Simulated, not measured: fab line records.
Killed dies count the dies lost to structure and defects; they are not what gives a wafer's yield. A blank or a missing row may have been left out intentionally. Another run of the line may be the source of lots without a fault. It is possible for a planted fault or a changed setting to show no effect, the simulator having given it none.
fab line records	flow sky130
record lots=24	wafers=72	lastDay=50
route steps=708 shown VIA3@589 CAP2M@605 VIA4@660 METAL5@661 PASSIVATION@681
lots with no fault: from the same line, run without faults
startH: the number of hours between the record's first day and the start of the first shown wafer of the lot	waitH: hours from the lot's prior step to this one	" identical to the entry in the row above	L1.1+2: a row that stands for several wafers	- no value, or no start was given	* or withheld: withheld	< > ~ a bound
route shown NAME@n: a module of which the file shows steps, and the number in the route of the first	usual: the fault-free wafers' mean and standard deviation	same: alike in all rows	chamber/n: place in a boat	sites: per-site readings	_std_site: the values' standard deviation	_edge_site: the outer-site mean with the inner-site mean subtracted	radiusMm: how far each site lies from the wafer's centre	mask NAME#n: copy n	behind: tool/chamber where the wafer was last shaped	hold: why the lot was held/for how many hours/how that ended	device: the n, p or np transistor that did not switch	end of line: tests run on the same wafers once the route is complete	where a step has no rows: the recipe by itself	killed: dies lost to structure and defects at the first sort, not the wafer's yield	map: dies across one wafer; x = killed, . = not, _ = none there
set.NAME: the setting that was run; set.NAME@STEP: the one run at that earlier step	model.NAME: the simulator's own value behind a step, which no gauge read
a sample of lots followed through the steps of the route, with each step as a table and each wafer as a row
services: the hour from which a tool's chamber was out of use, counted from the record's first day as startH (under 0 if before that day), plus the number of hours and why
## steps
# step SKY_VIA3_STRIP_16
# recipe chemistry=O2/N2	powerW=1400	pressureMtorr=1500	platenTempC=withheld	o2FlowSccm=3000	n2FlowSccm=300	overashFraction=0.5
# usual drypumpMotorCurrentA=5.5/0.56	oesProductAu=0.402/0.0042	stripTimeToEndpointS=4.13/0.033
lot.wafer	tool	chamber	startH	waitH	drypumpMotorCurrentA	oesProductAu	rfHoursCounterH	stripTimeToEndpointS
L074.3	plasmaAsher-03	0	946.13	0.1	4.9	0.406	-	4.05
L074.4	"	1	"	"	6.3	0.399	-	4.09
L074.5	"	0	"	"	4.9	0.400	-	4.05
L075.2	plasmaAsher-03	0	954.40	0.0	4.9	0.403	82	4.10
L075.3	"	0	"	"	4.9	0.402	-	4.13
L075.5	"	0	"	"	4.9	0.411	-	4.13
L077.1	plasmaAsher-04	0	964.54	0.0	5.8	0.403	113	4.14
L077.2	"	1	"	"	6.0	0.400	113	4.13
L077.6	"	0	"	"	5.8	0.405	-	4.14
L076.4	plasmaAsher-02	1	966.98	0.1	5.4	0.402	-	4.13
L076.5	"	0	"	"	4.9	0.400	-	4.14
L076.6	"	1	"	"	5.4	0.399	-	4.12
L078.2	plasmaAsher-02	1	968.61	0.0	5.4	0.407	53	4.13
L078.3	"	0	"	"	4.9	0.400	-	4.12
L078.4	"	1	"	"	5.4	0.400	-	4.09
L079.1	plasmaAsher-03	1	971.81	0.0	6.4	0.391	84	4.12
L079.3	"	1	"	"	6.3	0.403	-	4.13
L079.6	"	1	"	"	6.3	0.400	-	4.07
L080.2	plasmaAsher-03	1	981.10	0.0	6.3	0.406	85	4.10
L080.5	"	0	"	"	4.9	0.403	-	4.12
L080.6	"	1	"	"	6.3	0.404	-	4.14
L081.1	plasmaAsher-03	1	984.70	0.0	6.3	0.396	85	4.17
L081.4	"	0	"	"	4.9	0.402	-	4.13
L081.6	"	0	"	"	4.9	0.405	-	4.10
L082.1	plasmaAsher-03	0	997.10	0.0	4.9	0.401	86	4.13
L082.5	"	1	"	"	6.3	0.397	-	4.10
L082.6	"	0	"	"	4.9	0.403	-	4.15
L083.2	plasmaAsher-02	1	1000.65	0.0	5.4	0.396	56	4.09
L083.3	"	0	"	"	4.9	0.407	-	4.15
L083.5	"	1	"	"	5.4	0.405	-	4.12
L084.3	plasmaAsher-04	0	1005.68	0.1	5.7	0.402	-	4.18
L084.4	"	1	"	"	6.0	0.400	-	4.13
L084.6	"	0	"	"	5.8	0.396	-	4.14
L085.1	plasmaAsher-03	1	1009.71	0.0	6.3	0.404	88	4.17
L085.2	"	0	"	"	4.9	0.398	88	4.08
L085.3	"	0	"	"	4.9	0.396	-	4.15
L086.1	plasmaAsher-04	0	1012.36	0.0	5.7	0.404	118	4.15
L086.4	"	0	"	"	5.7	0.405	-	4.09
L086.5	"	0	"	"	5.7	0.397	-	4.09
L088.1	plasmaAsher-02	1	1029.14	0.0	5.4	0.400	59	4.17
L088.3	"	0	"	"	4.9	0.399	-	4.16
L088.5	"	0	"	"	4.9	0.408	-	4.15
L087.2	plasmaAsher-02	1	1029.65	0.0	5.4	0.408	59	4.08
L087.3	"	1	"	"	5.4	0.405	-	4.13
L087.4	"	0	"	"	5.0	0.404	-	4.09
L089.3	plasmaAsher-04	0	1035.93	0.1	5.7	0.400	-	4.11
L089.4	"	1	"	"	6.0	0.409	-	4.17
L089.6	"	1	"	"	6.0	0.402	-	4.08
L091.1	plasmaAsher-02	1	1045.36	0.0	5.4	0.402	61	4.11
L091.3	"	1	"	"	5.4	0.402	-	4.12
L091.6	"	0	"	"	4.9	0.405	-	4.11
L092.1	plasmaAsher-02	1	1051.71	0.0	5.4	0.405	61	4.14
L092.5	"	0	"	"	4.9	0.403	-	4.07
L092.6	"	1	"	"	5.4	0.402	-	4.12
L090.1	plasmaAsher-04	1	1052.54	0.0	6.0	0.402	121	4.13
L090.3	"	0	"	"	5.8	0.399	-	4.20
L090.6	"	1	"	"	6.0	0.406	-	4.11
L093.2	plasmaAsher-03	1	1059.91	0.0	6.3	0.391	93	4.14
L093.3	"	1	"	"	6.3	0.404	-	4.16
L093.6	"	0	"	"	4.9	0.395	-	4.10
L094.2	plasmaAsher-03	0	1062.16	0.0	4.9	0.406	93	4.12
L094.5	"	0	"	"	4.9	0.400	-	4.08
L094.6	"	1	"	"	6.3	0.404	-	4.10
L095.2	plasmaAsher-03	0	1077.14	0.0	4.9	0.405	95	4.11
L095.4	"	1	"	"	6.3	0.405	-	4.18
L095.5	"	1	"	"	6.3	0.399	-	4.15
L096.3	plasmaAsher-02	1	1078.98	0.1	5.4	0.403	-	4.15
L096.4	"	0	"	"	4.9	0.402	-	4.16
L096.5	"	1	"	"	5.4	0.402	-	4.17
L097.1	plasmaAsher-04	1	1082.59	0.0	6.0	0.404	2	4.20
L097.3	"	0	"	"	5.8	0.405	-	4.11
L097.5	"	0	"	"	5.8	0.403	-	4.15
# step SKY_CAP2M_SPUTTER_02
# recipe material=TiN	targetThkNm=200	tempC=300	powerW=6500	timeS=166.7	chamberPressurePa=0.4
# usual throttleValvePct=30.1/0.73
lot.wafer	tool	chamber	startH	waitH	throttleValvePct
L074.3	pvdSputter-03	-	947.63	0.0	28.5
L074.4	"	-	"	"	30.2
L074.5	"	-	"	"	30.6
L075.2	pvdSputter-03	-	955.89	0.0	28.4
L075.3	"	-	"	"	31.2
L075.5	"	-	"	"	30.2
L077.1	pvdSputter-01	-	966.03	0.1	30.5
L077.2	"	-	"	"	30.8
L077.6	"	-	"	"	29.4
L076.4	pvdSputter-01	-	968.78	0.0	29.0
L076.5	"	-	"	"	31.0
L076.6	"	-	"	"	29.3
L078.2	pvdSputter-03	-	970.54	0.0	28.5
L078.3	"	-	"	"	30.5
L078.4	"	-	"	"	30.3
L079.1	pvdSputter-01	-	973.43	0.1	31.1
L079.3	"	-	"	"	30.2
L079.6	"	-	"	"	31.0
L080.2	pvdSputter-03	-	982.63	0.0	30.1
L080.5	"	-	"	"	30.1
L080.6	"	-	"	"	30.4
L081.1	pvdSputter-04	-	997.73	0.1	30.3
L081.4	"	-	"	"	29.9
L081.6	"	-	"	"	30.6
L082.1	pvdSputter-03	-	998.59	0.1	28.5
L082.5	"	-	"	"	30.3
L082.6	"	-	"	"	30.9
L083.2	pvdSputter-04	-	1002.15	0.0	29.9
L083.3	"	-	"	"	30.0
L083.5	"	-	"	"	30.3
L084.3	pvdSputter-03	-	1007.14	0.0	28.7
L084.4	"	-	"	"	30.8
L084.6	"	-	"	"	30.9
L085.1	pvdSputter-01	-	1011.20	0.1	30.3
L085.2	"	-	"	"	30.7
L085.3	"	-	"	"	29.3
L086.1	pvdSputter-04	-	1013.85	0.1	30.4
L086.4	"	-	"	"	30.7
L086.5	"	-	"	"	30.2
L088.1	pvdSputter-03	-	1030.63	0.1	30.7
L088.3	"	-	"	"	30.1
L088.5	"	-	"	"	30.6
L087.2	pvdSputter-03	-	1031.14	0.0	28.5
L087.3	"	-	"	"	30.5
L087.4	"	-	"	"	30.4
L089.3	pvdSputter-04	-	1037.48	0.0	30.5
L089.4	"	-	"	"	29.6
L089.6	"	-	"	"	29.8
L091.1	pvdSputter-03	-	1046.85	0.1	28.3
L091.3	"	-	"	"	30.4
L091.6	"	-	"	"	28.3
L092.1	pvdSputter-01	-	1053.60	0.1	29.5
L092.5	"	-	"	"	29.3
L092.6	"	-	"	"	30.1
L090.1	pvdSputter-03	-	1054.17	0.1	30.3
L090.3	"	-	"	"	30.0
L090.6	"	-	"	"	28.4
L093.2	pvdSputter-01	-	1061.53	0.0	30.2
L093.3	"	-	"	"	29.1
L093.6	"	-	"	"	30.6
L094.2	pvdSputter-03	-	1063.79	0.0	28.6
L094.5	"	-	"	"	30.6
L094.6	"	-	"	"	28.4
L096.3	pvdSputter-04	-	1080.48	0.0	29.8
L096.4	"	-	"	"	30.3
L096.5	"	-	"	"	30.2
L095.2	pvdSputter-01	-	1083.99	0.0	30.7
L095.4	"	-	"	"	29.2
L095.5	"	-	"	"	29.2
L097.1	pvdSputter-04	-	1084.17	0.1	29.8
L097.3	"	-	"	"	30.2
L097.5	"	-	"	"	30.3
# step SKY_CAP2M_THK_MEAS_04
# recipe thkMeasGauge=xrf	reads=TiN_of_CAP2M_SPUTTER_02
# usual CAP2M_TIN_THK=199.7/2.6
lot.wafer	tool	chamber	startH	waitH	CAP2M_TIN_THK[nm]
L074.3	filmMetro-01	-	947.88	0.1	199.9
L074.4	"	-	"	"	204.8
L074.5	"	-	"	"	202.4
L075.2	filmMetro-02	-	956.13	0.1	197.1
L075.3	"	-	"	"	199.8
L075.5	"	-	"	"	201.8
L077.1	filmMetro-02	-	966.26	0.1	199.4
L077.2	"	-	"	"	202.4
L077.6	"	-	"	"	200.5
L076.4	filmMetro-01	-	969.04	0.1	201.8
L076.5	"	-	"	"	202.2
L076.6	"	-	"	"	200.2
L078.2	filmMetro-04	-	970.78	0.1	195.4
L078.3	"	-	"	"	199.8
L078.4	"	-	"	"	201.3
L079.1	filmMetro-02	-	973.66	0.1	201.1
L079.3	"	-	"	"	200.0
L079.6	"	-	"	"	200.1
L080.2	filmMetro-01	-	982.87	0.1	201.0
L080.5	"	-	"	"	200.1
L080.6	"	-	"	"	195.4
L081.1	filmMetro-02	-	997.96	0.1	197.8
L081.4	"	-	"	"	202.5
L081.6	"	-	"	"	197.1
L082.1	filmMetro-01	-	998.82	0.1	196.3
L082.5	"	-	"	"	202.3
L082.6	"	-	"	"	200.3
L083.2	filmMetro-04	-	1002.39	0.1	201.3
L083.3	"	-	"	"	206.7
L083.5	"	-	"	"	203.6
L084.3	filmMetro-04	-	1007.39	0.1	198.4
L084.4	"	-	"	"	201.5
L084.6	"	-	"	"	200.4
L085.1	filmMetro-02	-	1011.43	0.1	199.1
L085.2	"	-	"	"	200.5
L085.3	"	-	"	"	199.4
L086.1	filmMetro-04	-	1014.08	0.1	198.9
L086.4	"	-	"	"	197.0
L086.5	"	-	"	"	197.5
L088.1	filmMetro-02	-	1030.86	0.1	199.0
L088.3	"	-	"	"	200.1
L088.5	"	-	"	"	200.3
L087.2	filmMetro-04	-	1031.38	0.1	196.6
L087.3	"	-	"	"	201.4
L087.4	"	-	"	"	198.0
L089.3	filmMetro-01	-	1037.73	0.1	198.2
L089.4	"	-	"	"	200.7
L089.6	"	-	"	"	197.2
L091.1	filmMetro-04	-	1047.10	0.1	195.9
L091.3	"	-	"	"	202.1
L091.6	"	-	"	"	195.9
L092.1	filmMetro-04	-	1053.83	0.1	198.0
L092.5	"	-	"	"	198.7
L092.6	"	-	"	"	198.4
L090.1	filmMetro-04	-	1054.41	0.1	197.0
L090.3	"	-	"	"	199.3
L090.6	"	-	"	"	196.7
L093.2	filmMetro-02	-	1061.77	0.1	201.5
L093.3	"	-	"	"	204.7
L093.6	"	-	"	"	203.5
L094.2	filmMetro-02	-	1064.03	0.1	192.0
L094.5	"	-	"	"	196.0
L094.6	"	-	"	"	194.4
L096.3	filmMetro-01	-	1080.73	0.1	204.1
L096.4	"	-	"	"	203.1
L096.5	"	-	"	"	200.2
L095.2	filmMetro-04	-	1084.23	0.1	199.8
L095.4	"	-	"	"	200.0
L095.5	"	-	"	"	200.6
L097.1	filmMetro-01	-	1084.40	0.1	203.4
L097.3	"	-	"	"	199.3
L097.5	"	-	"	"	199.8
# step SKY_VIA4_CMP_21
# recipe stopOn=SiO2	tOverpolishS=25	downForcePsi=3.5	platenRpm=60	targetThkNm=0	padVelocityMS=0.94248
# usual motorCurrentA=10.3/0.63	overpolishRunS=25.000/0.0091	timeToEndpointS=124/6.9
lot.wafer	tool	chamber	startH	waitH	motorCurrentA	overpolishRunS	timeToEndpointS
L074.4	cmp-02	0	1022.52	0.4	10.4	24.998	125
L074.3	"	1	"	"	11.0	24.998	124
L074.5	"	0	"	"	10.4	24.990	126
L075.2	cmp-01	1	1029.84	0.1	11.0	24.993	125
L075.3	"	2	"	"	9.8	25.011	117
L075.5	"	0	"	"	9.7	25.025	120
L077.1	cmp-02	1	1039.31	0.1	11.1	24.992	125
L077.2	"	3	"	"	11.0	25.001	139
L077.6	"	2	"	"	10.5	25.004	115
L076.4	cmp-01	2	1040.90	0.1	10.0	24.984	119
L076.5	"	0	"	"	9.8	25.005	121
L076.6	"	1	"	"	10.8	24.988	119
L078.3	cmp-01	1	1042.30	0.0	11.2	25.003	124
L078.2	"	2	"	"	9.2	25.004	117
L078.4	"	0	"	"	9.9	25.007	118
L079.3	cmp-01	0	1047.09	0.1	10.1	24.992	118
L079.1	"	1	"	"	10.7	24.988	123
L079.6	"	2	"	"	9.2	24.990	117
L080.2	cmp-02	2	1055.83	0.2	10.5	25.005	114
L080.6	"	3	"	"	10.7	24.996	138
L080.5	"	0	"	"	10.3	25.006	127
L081.1	cmp-02	0	1068.55	0.1	10.2	25.000	121
L081.4	"	2	"	"	10.5	25.002	109
L081.6	"	0	"	"	9.8	25.003	123
L082.1	cmp-01	0	1070.56	0.1	10.0	24.985	123
L082.6	"	2	"	"	9.5	24.992	128
L082.5	"	3	"	"	10.1	25.008	135
L083.3	cmp-02	0	1072.76	0.1	9.9	25.009	121
L083.2	"	1	"	"	11.3	24.992	120
L083.5	"	0	"	"	10.1	25.005	125
L084.4	cmp-01	0	1077.48	0.0	10.4	25.006	126
L084.3	"	2	"	"	9.8	24.990	128
L084.6	"	0	"	"	10.3	24.993	123
L085.1	cmp-02	0	1080.86	0.1	10.0	25.005	124
L085.3	"	1	"	"	11.1	24.997	120
L085.2	"	3	"	"	10.9	24.997	130
L086.1	cmp-01	1	1083.99	0.2	10.9	24.976	126
L086.4	"	3	"	"	9.8	24.994	124
L086.5	"	0	"	"	10.4	24.979	120
L087.4	cmp-02	1	1099.82	0.1	11.3	24.988	120
L087.3	"	2	"	"	11.2	24.998	113
L087.2	"	0	"	"	10.3	24.999	124
L088.1	cmp-01	0	1100.11	0.1	9.7	24.997	121
L088.3	"	2	"	"	9.6	24.999	122
L088.5	"	0	"	"	10.1	24.999	123
L089.3	cmp-02	3	1103.94	0.1	11.1	24.992	128
L089.4	"	1	"	"	10.6	24.977	126
L089.6	"	3	"	"	10.9	25.007	133
L091.3	cmp-01	3	1113.80	0.1	9.3	25.002	126
L091.1	"	0	"	"	9.8	25.016	117
L091.6	"	1	"	"	11.1	25.008	122
L092.1	cmp-02	2	1119.32	0.1	10.7	25.000	112
L092.5	"	2	"	"	11.6	25.014	112
L092.6	"	3	"	"	11.1	24.990	136
L090.1	cmp-01	1	1119.96	0.1	11.2	24.995	131
L090.3	"	2	"	"	10.0	24.994	125
L090.6	"	2	"	"	9.4	25.006	125
L093.3	cmp-02	2	1127.98	0.0	10.1	24.996	110
L093.2	"	0	"	"	10.2	25.002	120
L093.6	"	2	"	"	10.8	24.994	113
L094.2	cmp-01	0	1130.66	0.2	10.0	25.012	118
L094.6	"	1	"	"	11.3	25.013	123
L094.5	"	2	"	"	9.6	24.999	123
L096.4	cmp-01	2	1145.43	0.3	9.7	24.989	134
L096.3	"	3	"	"	9.8	24.995	138
L096.5	"	2	"	"	9.6	25.008	131
L095.2	cmp-01	2	1148.31	0.7	9.4	25.001	124
L095.4	"	0	"	"	9.5	25.005	120
L095.5	"	1	"	"	11.1	25.005	131
L097.3	cmp-01	2	1149.51	0.8	9.5	25.003	135
L097.1	"	3	"	"	10.2	24.999	135
L097.5	"	2	"	"	9.5	25.020	132
# step SKY_METAL5_SPUTTER_00
# recipe material=Ti	targetThkNm=15	powerW=3000	timeS=10	chamberPressurePa=0.4
# usual throttleValvePct=30.3/1
lot.wafer	tool	chamber	startH	waitH	throttleValvePct
L074.3	pvdSputter-01	-	1022.77	0.1	30.1
L074.4	"	-	"	"	29.2
L074.5	"	-	"	"	29.1
L075.2	pvdSputter-03	-	1030.04	0.1	30.5
L075.3	"	-	"	"	31.0
L075.5	"	-	"	"	28.5
L077.1	pvdSputter-03	-	1039.61	0.2	28.4
L077.2	"	-	"	"	29.9
L077.6	"	-	"	"	30.6
L076.4	pvdSputter-02	-	1041.10	0.1	28.9
L076.5	"	-	"	"	31.5
L076.6	"	-	"	"	29.0
L078.2	pvdSputter-03	-	1042.60	0.2	28.4
L078.3	"	-	"	"	30.2
L078.4	"	-	"	"	30.3
L079.1	pvdSputter-01	-	1047.29	0.1	30.5
L079.3	"	-	"	"	30.9
L079.6	"	-	"	"	30.4
L080.2	pvdSputter-03	-	1055.98	0.1	30.5
L080.5	"	-	"	"	28.2
L080.6	"	-	"	"	30.4
L081.1	pvdSputter-03	-	1068.85	0.2	30.5
L081.4	"	-	"	"	30.8
L081.6	"	-	"	"	28.4
L082.1	pvdSputter-03	-	1070.76	0.1	30.2
L082.5	"	-	"	"	30.5
L082.6	"	-	"	"	28.4
L083.2	pvdSputter-02	-	1073.01	0.1	31.8
L083.3	"	-	"	"	31.9
L083.5	"	-	"	"	31.4
L084.3	pvdSputter-03	-	1077.78	0.1	30.7
L084.4	"	-	"	"	28.4
L084.6	"	-	"	"	30.0
L085.1	pvdSputter-02	-	1081.16	0.2	29.0
L085.2	"	-	"	"	32.2
L085.3	"	-	"	"	31.6
L086.1	pvdSputter-02	-	1084.24	0.2	31.7
L086.4	"	-	"	"	32.1
L086.5	"	-	"	"	32.1
L087.2	pvdSputter-01	-	1100.12	0.1	30.4
L087.3	"	-	"	"	30.6
L087.4	"	-	"	"	29.2
L088.1	pvdSputter-03	-	1100.41	0.2	30.2
L088.3	"	-	"	"	29.9
L088.5	"	-	"	"	30.4
L089.3	pvdSputter-01	-	1104.19	0.2	30.2
L089.4	"	-	"	"	31.0
L089.6	"	-	"	"	31.0
L091.1	pvdSputter-01	-	1114.00	0.1	30.4
L091.3	"	-	"	"	29.2
L091.6	"	-	"	"	30.1
L092.1	pvdSputter-03	-	1119.62	0.2	28.4
L092.5	"	-	"	"	30.1
L092.6	"	-	"	"	31.0
L090.1	pvdSputter-01	-	1120.26	0.2	30.9
L090.3	"	-	"	"	29.1
L090.6	"	-	"	"	29.3
L093.2	pvdSputter-02	-	1128.28	0.1	29.1
L093.3	"	-	"	"	31.6
L093.6	"	-	"	"	31.4
L094.2	pvdSputter-03	-	1130.81	0.1	30.3
L094.5	"	-	"	"	30.3
L094.6	"	-	"	"	30.6
L096.3	pvdSputter-02	-	1145.68	0.1	31.3
L096.4	"	-	"	"	32.1
L096.5	"	-	"	"	31.5
L095.2	pvdSputter-01	-	1148.56	0.2	30.9
L095.4	"	-	"	"	30.1
L095.5	"	-	"	"	30.9
L097.1	pvdSputter-03	-	1149.76	0.1	30.8
L097.3	"	-	"	"	28.7
L097.5	"	-	"	"	28.4
# step SKY_PASSIVATION_CVD_00
# recipe material=SiO2	targetThkNm=90	tempC=400	timeS=withheld	rfW=600
# usual heaterPowerW=681/84
lot.wafer	tool	chamber	startH	waitH	heaterPowerW
L074.3	pecvd-02	0	1046.72	0.0	627
L074.4	"	2	"	"	682
L074.5	"	1	"	"	766
L075.2	pecvd-02	1	1053.56	0.0	649
L075.3	"	2	"	"	609
L075.5	"	1	"	"	656
L077.1	pecvd-01	1	1062.12	0.0	618
L077.2	"	0	"	"	571
L077.6	"	0	"	"	598
L076.4	pecvd-02	0	1063.37	0.0	743
L076.5	"	1	"	"	768
L076.6	"	2	"	"	646
L078.2	pecvd-02	2	1064.60	0.0	604
L078.3	"	0	"	"	726
L078.4	"	0	"	"	733
L079.1	pecvd-04	1	1070.19	0.0	517
L079.3	"	2	"	"	697
L079.6	"	1	"	"	522
L080.2	pecvd-01	1	1078.04	0.0	587
L080.5	"	1	"	"	590
L080.6	"	2	"	"	877
L081.1	pecvd-04	1	1091.20	0.0	505
L081.4	"	1	"	"	520
L081.6	"	2	"	"	557
L082.1	pecvd-02	0	1093.19	0.0	692
L082.5	"	1	"	"	662
L082.6	"	0	"	"	675
L083.2	pecvd-01	1	1094.45	0.0	617
L083.3	"	2	"	"	948
L083.5	"	1	"	"	492
L084.3	pecvd-02	2	1099.41	0.0	729
L084.4	"	2	"	"	704
L084.6	"	1	"	"	759
L085.1	pecvd-01	2	1103.70	0.0	785
L085.2	"	0	"	"	660
L085.3	"	1	"	"	584
L086.1	pecvd-04	0	1106.67	0.0	780
L086.4	"	0	"	"	790
L086.5	"	2	"	"	594
L087.2	pecvd-04	1	1122.06	0.0	615
L087.3	"	2	"	"	685
L087.4	"	1	"	"	609
L088.1	pecvd-02	0	1122.19	0.0	715
L088.3	"	2	"	"	699
L088.5	"	0	"	"	742
L089.3	pecvd-04	2	1125.11	0.0	662
L089.4	"	1	"	"	555
L089.6	"	2	"	"	661
L091.1	pecvd-02	1	1134.60	0.0	658
L091.3	"	2	"	"	622
L091.6	"	0	"	"	722
L092.1	pecvd-01	2	1140.70	0.0	934
L092.5	"	2	"	"	903
L092.6	"	0	"	"	665
L090.1	pecvd-02	2	1140.97	0.0	675
L090.3	"	2	"	"	687
L090.6	"	2	"	"	698
L093.2	pecvd-01	0	1148.21	0.0	666
L093.3	"	2	"	"	767
L093.6	"	2	"	"	776
L094.2	pecvd-02	1	1150.86	0.0	691
L094.5	"	0	"	"	622
L094.6	"	2	"	"	584
L096.3	pecvd-04	0	1164.87	0.0	740
L096.4	"	2	"	"	672
L096.5	"	0	"	"	739
L095.2	pecvd-02	1	1166.76	0.0	740
L095.4	"	2	"	"	716
L095.5	"	1	"	"	726
L097.1	pecvd-02	1	1168.30	0.0	711
L097.3	"	0	"	"	737
L097.5	"	2	"	"	681
## services
tool	chamber	startH	hours	kind
pvdSputter-04	-	925.62	4.7	repair
cmp-02	-	938.69	7.0	repair
plasmaAsher-04	-	943.23	3.5	repair
plasmaAsher-02	-	943.61	5.7	repair
cmp-02	-	948.08	2.4	repair
pvdSputter-01	-	948.52	2.6	repair
cmp-01	-	948.71	2.7	repair
cmp-01	-	953.87	1.0	repair
pvdSputter-04	-	954.48	9.7	repair
pvdSputter-01	-	959.56	3.6	repair
pecvd-02	-	983.34	2.8	pm
pecvd-02	1	987.78	18.1	repair
pecvd-02	1	1030.65	4.0	repair
plasmaAsher-04	-	1055.25	9.0	pm
pvdSputter-04	-	1062.22	9.8	repair
cmp-02	-	1084.00	4.0	pm
cmp-01	-	1106.46	5.6	pm
cmp-02	-	1136.23	13.7	pm
pecvd-02	0	1136.85	5.1	repair
pvdSputter-03	-	1137.51	1.7	repair
pecvd-04	-	1138.79	0.9	repair
cmp-02	-	1149.91	5.1	pm
pvdSputter-01	-	1155.37	4.7	repair
cmp-02	-	1166.12	4.4	repair
## key
fault none
